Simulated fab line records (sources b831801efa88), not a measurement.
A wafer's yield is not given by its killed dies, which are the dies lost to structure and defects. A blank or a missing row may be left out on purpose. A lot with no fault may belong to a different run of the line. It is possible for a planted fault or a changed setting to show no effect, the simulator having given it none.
Which tool did it? | flow sky130 | 12 lots with 36 wafers sampled at 5 steps, on a route of 708 steps

WHAT THE GAUGES SHOWED, per wafer
SKY_LDD_HVP_TW_MEAS_10.
lot  | measured     | on            | LDD_HVP_TW
L767 | day 21 19:26 | film-metro-02 | 456.9 456.9 454.9
L768 | day 22 08:26 | film-metro-03 | 454.8 457.6 456.6
L770 | day 23 03:34 | film-metro-02 | 457.9 460.1 458.9
L771 | day 23 18:17 | film-metro-03 | 453.8 459.2 455.9
L772 | day 24 11:27 | film-metro-02 | 456.3 457.1 454.0
L774 | day 24 15:08 | film-metro-02 | 453.1 456.0 453.9
L778 | day 26 15:11 | film-metro-01 | 455.8 457.5 457.8
L779 | day 26 19:03 | film-metro-03 | 434.9 435.3 435.1
L780 | day 26 19:13 | film-metro-01 | 441.8 439.3 442.1
L781 | day 26 22:47 | film-metro-01 | 456.3 456.6 458.5
L788 | day 29 12:09 | film-metro-03 | 458.9 454.7 458.2
L789 | day 29 17:06 | film-metro-01 | 455.1 457.3 456.0

SKY_LI_CONTACT_OVL_MEAS_13.
lot  | measured     | on         | LI_CONTACT_OVL (nm)
L767 | day 29 08:01 | overlay-01 | -5 -5 -5
L768 | day 29 19:43 | overlay-02 | 3 4 4
L770 | day 30 15:06 | overlay-02 | 5 7 0
L771 | day 31 06:05 | overlay-02 | 3 1 4
L772 | day 31 18:47 | overlay-01 | -4 0 -5
L774 | day 31 22:05 | overlay-01 | 4 -6 -4
L778 | day 33 19:31 | overlay-02 | 4 1 3
L779 | day 33 21:52 | overlay-01 | 4 -2 -1
L780 | day 33 21:53 | overlay-02 | 11 11 12
L781 | day 34 00:52 | overlay-02 | -4 -3 -6
L788 | day 36 12:28 | overlay-01 | -1 2 1
L789 | day 36 15:21 | overlay-02 | 4 3 5

SKY_VIA2_CD_MEAS_12: target cd 200 nm.
lot  | measured     | on        | cd-nm (nm)
L767 | day 36 12:45 | cd-sem-02 | 197.9 199.3 198.9
L768 | day 36 20:42 | cd-sem-02 | 199.8 199.9 200.2
L770 | day 37 16:23 | cd-sem-02 | 197.3 197.7 197.2
L771 | day 38 06:24 | cd-sem-02 | 199.7 200.4 200.6
L772 | day 38 17:38 | cd-sem-01 | 200.7 198.1 198.4
L774 | day 38 20:12 | cd-sem-02 | 201.1 201.0 200.6
L778 | day 40 15:30 | cd-sem-01 | 196.4 197.8 197.6
L779 | day 40 16:27 | cd-sem-01 | 201.7 203.0 201.7
L780 | day 40 17:17 | cd-sem-01 | 201.0 201.3 201.3
L781 | day 40 20:51 | cd-sem-02 | 200.9 202.2 200.9
L788 | day 43 01:55 | cd-sem-01 | 200.3 200.0 199.6
L789 | day 43 02:17 | cd-sem-02 | 197.8 198.3 197.9

TOOL THAT RAN EACH LOT (tool first, then ch and the chambers of the sampled wafers, then the start)
lot  | SKY_LDD_HVP_IMPLANT_08          | SKY_METAL2_ETCH_18
L767 | implanter-04 ch 0, day 21 19:11 | rie-metal-02 ch 0,1, day 35 08:32
L768 | implanter-02 ch 0, day 22 08:11 | rie-metal-02 ch 0,1, day 35 18:02
L770 | implanter-02 ch 0, day 23 03:20 | rie-metal-03 ch 0,1, day 36 13:07
L771 | implanter-01 ch 0, day 23 18:02 | rie-metal-03 ch 0,1, day 37 03:02
L772 | implanter-02 ch 0, day 24 11:13 | rie-metal-03 ch 0,1, day 37 15:17
L774 | implanter-04 ch 0, day 24 14:53 | rie-metal-03 ch 0,1, day 37 18:08
L778 | implanter-02 ch 0, day 26 14:56 | rie-metal-03 ch 0,1, day 39 13:53
L779 | implanter-04 ch 0, day 26 18:48 | rie-metal-04 ch 0,1, day 39 14:26
L780 | implanter-04 ch 0, day 26 18:59 | rie-metal-03 ch 0,1, day 39 15:11
L781 | implanter-02 ch 0, day 26 22:32 | rie-metal-03 ch 0,1, day 39 18:32
L788 | implanter-01 ch 0, day 29 11:55 | rie-metal-03 ch 0,1, day 42 00:23
L789 | implanter-04 ch 0, day 29 16:52 | rie-metal-04 ch 0,1, day 42 02:08
- SKY_LDD_HVP_IMPLANT_08
- SKY_METAL2_ETCH_18: etches BARC in N2/H2, stops on SiO2, time 45.9 s, target depth 60 nm.

AS READ BY THE TOOLS THEMSELVES (means over the sampled wafers that have a number; for cases with no such wafer, the mark the record gives instead)
SKY_LDD_HVP_IMPLANT_08.
lot  | tool         | beam-energy-keV | beam-on-s (s) | dose-ions-cm2 | faraday-current-uA
L767 | implanter-04 | 19.989          | 10.09         | 1.7026e+13    | 95.2
L768 | implanter-02 | 20.000          | 9.98          | 1.7013e+13    | 96.0
L770 | implanter-02 | 19.994          | 9.77          | 1.6996e+13    | 98.1
L771 | implanter-01 | 20.003          | 10.27         | 1.7007e+13    | 93.3
L772 | implanter-02 | 20.003          | 9.91          | 1.7020e+13    | 96.9
L774 | implanter-04 | 19.991          | 10.17         | 1.7000e+13    | 94.3
L778 | implanter-02 | 19.998          | 9.97          | 1.6996e+13    | 96.1
L779 | implanter-04 | 19.996          | 10.04         | 1.4952e+13    | 83.9
L780 | implanter-04 | 20.005          | 10.02         | 1.4922e+13    | 84.0
L781 | implanter-02 | 20.002          | 10.11         | 1.7014e+13    | 95.0
L788 | implanter-01 | 20.001          | 9.94          | 1.7014e+13    | 96.5
L789 | implanter-04 | 20.005          | 9.71          | 1.7013e+13    | 98.6

SKY_METAL2_ETCH_18.
lot  | tool         | drypump-motor-current-A (A) | oes-product-au (a.u.) | throttle-valve-pct (%)
L767 | rie-metal-02 | 5.48                        | 0.857                 | 13.225
L768 | rie-metal-02 | 5.49                        | 0.854                 | 13.229
L770 | rie-metal-03 | 5.76                        | 0.850                 | 13.229
L771 | rie-metal-03 | 5.77                        | 0.855                 | 13.224
L772 | rie-metal-03 | 5.77                        | 0.854                 | 13.218
L774 | rie-metal-03 | 5.77                        | 0.857                 | 13.229
L778 | rie-metal-03 | 5.76                        | 0.861                 | 13.216
L779 | rie-metal-04 | 5.58                        | 0.856                 | 13.226
L780 | rie-metal-03 | 5.74                        | 0.854                 | 13.223
L781 | rie-metal-03 | 5.77                        | 0.853                 | 13.226
L788 | rie-metal-03 | 5.76                        | 0.854                 | 13.215
L789 | rie-metal-04 | 5.94                        | 0.854                 | 13.218

THE ANSWER, worked out from the rows above alone
Rule: what is usual is taken from the lots themselves. The widest of any qualifying gaps counts: lots, ordered by their means at a reading, are off when they make up no more than a third of the lots, leave a main group of 4 or more, and stand apart from it by 3 or more times the standard deviation of that group's means. The tables above print the reading to a certain number of digits; a main group whose means all agree to those digits is not used. Also off: a lot with no number at a reading for which 4 or more lots have one. Any other lot the step has rows for is counted as sound. The gauges are gone through in route order, then the tools' own readings, and for those a lot's mean is taken as printed above. At the first step where some lot is off, the reading lying furthest off is the one used; lots without a number count as furthest.
Off: at SKY_LDD_HVP_TW_MEAS_10 (LDD_HVP_TW), L779, L780. Mean 456.6 and standard deviation 1.1 in the main group.
If a tool, at a process step before that reading, ran all the lots that are off and no sound lot after the first of them, it fits. The gauges at SKY_LDD_HVP_TW_MEAS_10 aren't tried: what is off there is off at SKY_LDD_HVP_IMPLANT_08 too, on other tools, and a gauge's error can't cause that. No candidate that was tried fits.

WHAT HAD BEEN PUT IN BY THE SIMULATOR
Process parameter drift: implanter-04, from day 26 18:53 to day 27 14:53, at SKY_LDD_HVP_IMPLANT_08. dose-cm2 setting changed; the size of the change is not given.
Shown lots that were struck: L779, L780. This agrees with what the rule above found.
